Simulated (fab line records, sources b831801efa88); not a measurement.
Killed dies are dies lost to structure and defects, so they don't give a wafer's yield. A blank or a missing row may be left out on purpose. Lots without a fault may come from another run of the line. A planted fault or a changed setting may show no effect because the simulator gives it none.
A struck lot beside a sound one | flow sky130 | 18 steps out of a route of 708
Sound: wafers L281.1, L281.3, L281.4. Struck: wafer L297.5. (L297.4, L297.6 of the same lot were not struck and are left out.) The cause comes at the end.
At each step with rows: each side's tool, then ch and its chambers, then its first start. Under that, the readings that differ: sound wafers | struck wafers | difference of the means | sigmas: that difference in standard deviations of wafers without a fault.
alike: readings whose means differ by less than 2 such deviations, and words and numbers that are the same on both sides. not compared: withheld readings, readings that some wafer has no value for, bounds like >300 that may hide the same value, and numbers for which the record gives no deviation and whose values overlap.
The two part at a step that has a row with sigmas, a row that says differs or no value, or rows on one side only. Numbers that don't overlap but have no deviation are shown without sigmas and don't part them. A reading that every wafer of one side lacks parts them only if that side has two wafers or more.

first, 2 steps without rows for these wafers: SKY_CONTACT_PEB_12; SKY_CONTACT_DEVELOP_13 (develop time 60 s).
SKY_CONTACT_CD_MEAS_14: target cd 170 nm.
  sound on cd_sem-01, day 32 16:50; struck on cd_sem-02, day 37 14:01
  reading    | sound             | struck | difference | sigmas
  cd_nm (nm) | 172.1 172.2 171.3 | 167.6  | -4.3       | -2
SKY_CONTACT_OVL_MEAS_15:
  sound on overlay-02, day 32 16:58; struck on overlay-01, day 37 14:05
  alike: CONTACT_OVL
then, 1 step without rows for these wafers: SKY_CONTACT_ETCH_16 (etches BARC in N2/H2, stops on SiO2, time 45.9 s, target depth 60 nm).
SKY_CONTACT_ETCH_17: etches SiO2 in C4F8/O2/Ar, stops on Si3N4, target depth 340 nm.
  sound on rie_diel-02 ch 0,1,3, day 32 17:02; struck on rie_diel-04 ch 1, day 37 14:09
  alike: oes_product_au
SKY_CONTACT_ETCH_18: etches Si3N4 in CHF3/O2, stops on TiN, time 39 s, target depth 75 nm.
  sound on rie_diel-02 ch 0,1,3; struck on rie_diel-04 ch 1
  alike: O2_flow_sccm, drypump_motor_current_A, oes_product_au, throttle_valve_pct
  not compared: rf_hours_counter_h
SKY_CONTACT_STRIP_19: strips in O2/N2.
  sound on plasma_asher-01 ch 0,1, day 32 17:08; struck on plasma_asher-04 ch 1, day 37 14:17
  alike: drypump_motor_current_A, oes_product_au, strip_time_to_endpoint_s
  not compared: rf_hours_counter_h
then, 3 steps without rows for these wafers: SKY_CONTACT_STRIP_20 (strips in post etch residue remover, time 1200 s); SKY_CONTACT_CLEAN_21 (cleans in IPA, time 180 s); SKY_CONTACT_CLEAN_22 (cleans in O3/DIW).
SKY_CONTACT_SPUTTER_23: material TiN, target thk 20 nm, time 80 s.
  sound on pvd_sputter-03, day 32 17:49; struck on pvd_sputter-04, day 37 14:52
  alike: cathode_dc_power_W, throttle_valve_pct
SKY_CONTACT_CVD_24: deposits W, target thk 340 nm, time 102.12 s.
  sound on cvd_w-01 ch 0,1, day 32 17:52; struck on cvd_w-02 ch 1, day 37 14:58
  reading                               | sound             | struck | difference | sigmas
  heater_power_outer_w (W)              | 511 507 559       | 688    | +162       | +2
  heater_power_w (W)                    | 809 826 865       | 1083   | +250       | +3
  model.W_of_CONTACT_CVD_24.thk_nm (nm) | 342.5 347.2 338.5 | 597.7  | +255.0     |
SKY_CONTACT_RS_MEAS_25: measures by four-point-probe.
  sound on film_metro-04, day 32 17:59; struck on film_metro-03, day 37 15:06
  reading               | sound             | struck | difference | sigmas
  CONTACT_W_RS (ohm/sq) | 0.334 0.331 0.338 | 0.191  | -0.143     | -40
SKY_CONTACT_THK_MEAS_26: measures by xrf.
  sound on film_metro-04, day 32 18:06; struck on film_metro-03, day 37 15:11
  not compared: CONTACT_W_THK
SKY_CONTACT_CMP_27: polishes, stops on SiO2, t overpolish 15 s, target thk 0 nm.
  sound on cmp-01 ch 0,1,2, day 32 18:10; struck on cmp-01 ch 1, day 37 15:16
  reading                | sound          | struck | difference | sigmas
  time_to_endpoint_s (s) | 79.3 82.9 82.2 | 145.8  | +64.3      | +22
  alike: motor_current_A
SKY_METAL1_SPUTTER_00: material Ti, target thk 15 nm, time 10 s.
  sound on pvd_sputter-01, day 32 18:28; struck on pvd_sputter-03, day 37 15:31
  reading                | sound                | struck | difference | sigmas
  cathode_dc_power_W (W) | 3000.2 2999.9 3000.2 | 2998.8 | -1.3       | -3
  alike: throttle_valve_pct
SKY_PAD_OPEN_PROBE_99:
  the record has rows for the sound wafers here (prober-01, day 47 01:29) and none for the struck ones

WHERE THEY PART
First at SKY_CONTACT_CD_MEAS_14; last, within this record, at SKY_PAD_OPEN_PROBE_99.

WHY: what the simulator had put in
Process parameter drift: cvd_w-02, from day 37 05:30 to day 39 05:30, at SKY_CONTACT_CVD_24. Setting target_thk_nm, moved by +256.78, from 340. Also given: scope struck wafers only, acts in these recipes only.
